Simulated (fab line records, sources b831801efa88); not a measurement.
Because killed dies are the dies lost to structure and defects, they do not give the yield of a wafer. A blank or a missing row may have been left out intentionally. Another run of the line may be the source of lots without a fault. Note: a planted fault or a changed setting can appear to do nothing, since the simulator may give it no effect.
The tool behind it: which one? ; flow gf180mcu ; 14 lots with 42 wafers sampled at 4 steps, on a route of 602 steps

== WHAT THE GAUGES SHOWED, per wafer ==
GF_VT_IMPLANT_RS_MEAS_48: the measuring method here is four-point-probe.
lot;measured;on;LVPWELL_RS (ohm/sq)
L120;day 7 09:36;filmMetro-02;1199.9 1201.1 1196.9
L121;day 8 00:08;filmMetro-02;1202.1 1203.1 1201.0
L124;day 8 20:59;filmMetro-02;1203.2 1201.5 1200.0
L125;day 8 21:06;filmMetro-04;1207.4 1204.9 1205.5
L126;day 9 12:26;filmMetro-04;1193.8 1198.7 1202.8
L130;day 10 06:59;filmMetro-04;1199.1 1201.3 1201.1
L132;day 10 21:54;filmMetro-04;1206.7 1203.3 1205.9
L133;day 11 04:53;filmMetro-04;1200.3 1198.6 1199.3
L137;day 12 11:46;filmMetro-04;1203.5 1204.7 1207.8
L138;day 12 13:31;filmMetro-02;1198.5 1201.4 1201.8
L139;day 12 21:19;filmMetro-04;1204.4 1204.7 1201.1
L140;day 13 12:09;filmMetro-02;1204.1 1205.6 1202.7
L142;day 13 21:50;filmMetro-04;1201.5 1205.1 1201.7
L143;day 14 03:46;filmMetro-04;1197.6 1201.6 1199.0

GF_SALICIDE_THK_MEAS_05: measures by xrf.
lot;measured;on;SALICIDE_TIN_THK (nm)
L120;day 15 01:11;filmMetro-04;20.5 20.5 20.6
L121;day 15 21:04;filmMetro-03;20.6 20.5 20.8
L124;day 17 00:17;filmMetro-04;20.3 20.6 20.1
L125;day 16 22:56;filmMetro-03;20.1 20.4 20.0
L126;day 17 14:39;filmMetro-03;20.8 21.1 20.8
L130;day 18 20:11;filmMetro-02;20.3 20.5 20.5
L132;day 19 11:40;filmMetro-03;20.8 20.7 20.3
L133;day 19 23:30;filmMetro-04;20.7 20.4 20.8
L137;day 21 08:02;filmMetro-02;20.6 20.8 21.0
L138;day 21 13:58;filmMetro-03;19.8 20.1 20.1
L139;day 21 22:53;filmMetro-03;20.2 20.3 20.1
L140;day 22 15:35;filmMetro-02;20.7 20.6 20.5
L142;day 23 02:40;filmMetro-03;19.8 20.0 19.6
L143;day 23 08:15;filmMetro-03;19.7 19.7 19.9

== WHICH TOOL RAN EACH LOT (tool, then ch and the chambers of the sampled wafers, then the start) ==
lot;GF_HV_LDD_IMPLANT_33;GF_SAB_CVD_00
L120;implanter-03 ch 0, day 11 12:10;pecvd-03 ch 0,2, day 14 04:16
L121;implanter-03 ch 0, day 12 05:02;pecvd-03 ch 0,1,2, day 14 22:36
L124;implanter-01 ch 0, day 13 05:11;pecvd-03 ch 0,1,2, day 16 01:25
L125;implanter-01 ch 0, day 13 04:19;pecvd-01 ch 1,2, day 16 00:28
L126;implanter-02 ch 0, day 13 20:13;pecvd-02 ch 1,2, day 16 15:26
L130;implanter-03 ch 0, day 14 18:55;pecvd-02 ch 1,2, day 17 19:37
L132;implanter-03 ch 0, day 15 09:34;pecvd-02 ch 0,1,2, day 18 10:54
L133;implanter-03 ch 0, day 15 20:53;pecvd-01 ch 0,2, day 18 22:52
L137;implanter-02 ch 0, day 17 02:44;pecvd-03 ch 0,2, day 20 07:13
L138;implanter-01 ch 0, day 17 07:36;pecvd-01 ch 0,2, day 20 14:03
L139;implanter-01 ch 0, day 17 18:10;pecvd-01 ch 0,1,2, day 20 22:32
L140;implanter-02 ch 0, day 18 10:10;pecvd-01 ch 0,1,2, day 21 16:08
L142;implanter-01 ch 0, day 18 22:35;pecvd-02 ch 0,1,2, day 22 03:19
L143;implanter-02 ch 0, day 19 03:56;pecvd-01 ch 1,2, day 22 08:52
- GF_HV_LDD_IMPLANT_33
- GF_SAB_CVD_00: deposits SiO2 from TEOS, target thk 50 nm, time 4.9302 s.

== WHAT THE TOOLS THEMSELVES READ (means of the sampled wafers that have a number; where no wafer has one, the mark that the record gives instead) ==
GF_HV_LDD_IMPLANT_33.
lot;tool;doseIonsCm2;faradayCurrentUA;tiltDeg (degrees)
L120;implanter-03;7.507e+12;41.4;30.009
L121;implanter-03;7.502e+12;42.3;29.991
L124;implanter-01;7.494e+12;43.0;29.996
L125;implanter-01;7.493e+12;41.9;29.986
L126;implanter-02;7.503e+12;41.7;29.981
L130;implanter-03;7.500e+12;42.0;30.008
L132;implanter-03;8.108e+12;45.6;30.003
L133;implanter-03;8.097e+12;46.0;30.024
L137;implanter-02;7.503e+12;43.0;29.983
L138;implanter-01;7.495e+12;42.0;29.995
L139;implanter-01;7.501e+12;42.8;30.039
L140;implanter-02;7.503e+12;42.9;29.988
L142;implanter-01;7.505e+12;42.5;30.003
L143;implanter-02;7.504e+12;43.1;30.030

GF_SAB_CVD_00.
lot;tool;heaterPowerOuterW (W);heaterPowerW (W)
L120;pecvd-03;431;743
L121;pecvd-03;437;744
L124;pecvd-03;421;725
L125;pecvd-01;409;651
L126;pecvd-02;413;685
L130;pecvd-02;420;716
L132;pecvd-02;422;710
L133;pecvd-01;328;523
L137;pecvd-03;391;702
L138;pecvd-01;315;498
L139;pecvd-01;346;540
L140;pecvd-01;347;541
L142;pecvd-02;448;758
L143;pecvd-01;396;613

== THE ANSWER, worked out from the rows above alone ==
Rule: the lots themselves supply what counts as usual. The widest of any qualifying gaps counts: lots, ordered by their means at a reading, are off when they make up no more than a third of the lots, leave a main group of 4 or more, and stand apart from it by 3 or more times the standard deviation of that group's means. A main group whose means are all the same, to the digits that the tables above print for the reading, isn't used. Also off: a lot with no number at a reading for which 4 or more lots have one. Any other lot the step has rows for is counted as sound. The gauges are gone through in route order, then the tools' own readings, and for those a lot's mean is taken as printed above. At the first step where some lot is off, the reading lying furthest off is the one used; lots without a number count as furthest.
Off, at GF_HV_LDD_IMPLANT_33 on doseIonsCm2: L132, L133. Main group: mean 7.501e+12, sd 4.3e+09.
A tool fits if, at that step or a process step before it, it ran every lot that is off, and no sound lot after the first of them. One fits: implanter-03 at GF_HV_LDD_IMPLANT_33. A fault onset in the window from L130 (day 14 18:55, its last sound lot) to L132 (day 15 09:34, its first lot off) fits.
The tool's own readings at GF_HV_LDD_IMPLANT_33 bear it out: on the lots that are off they differ by more than 5 times the standard deviation of the sound lots' means. doseIonsCm2 reads 8.102e+12 there against 7.501e+12 on the sound lots; faradayCurrentUA reads 45.8 there against 42.4 on the sound lots.

== WHAT THE SIMULATOR HAD INSERTED ==
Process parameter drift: implanter-03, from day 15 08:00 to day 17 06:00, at GF_HV_LDD_IMPLANT_33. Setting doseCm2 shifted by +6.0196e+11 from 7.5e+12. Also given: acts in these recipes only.
Shown lots that were struck: L132, L133. The same result came from the rule above.
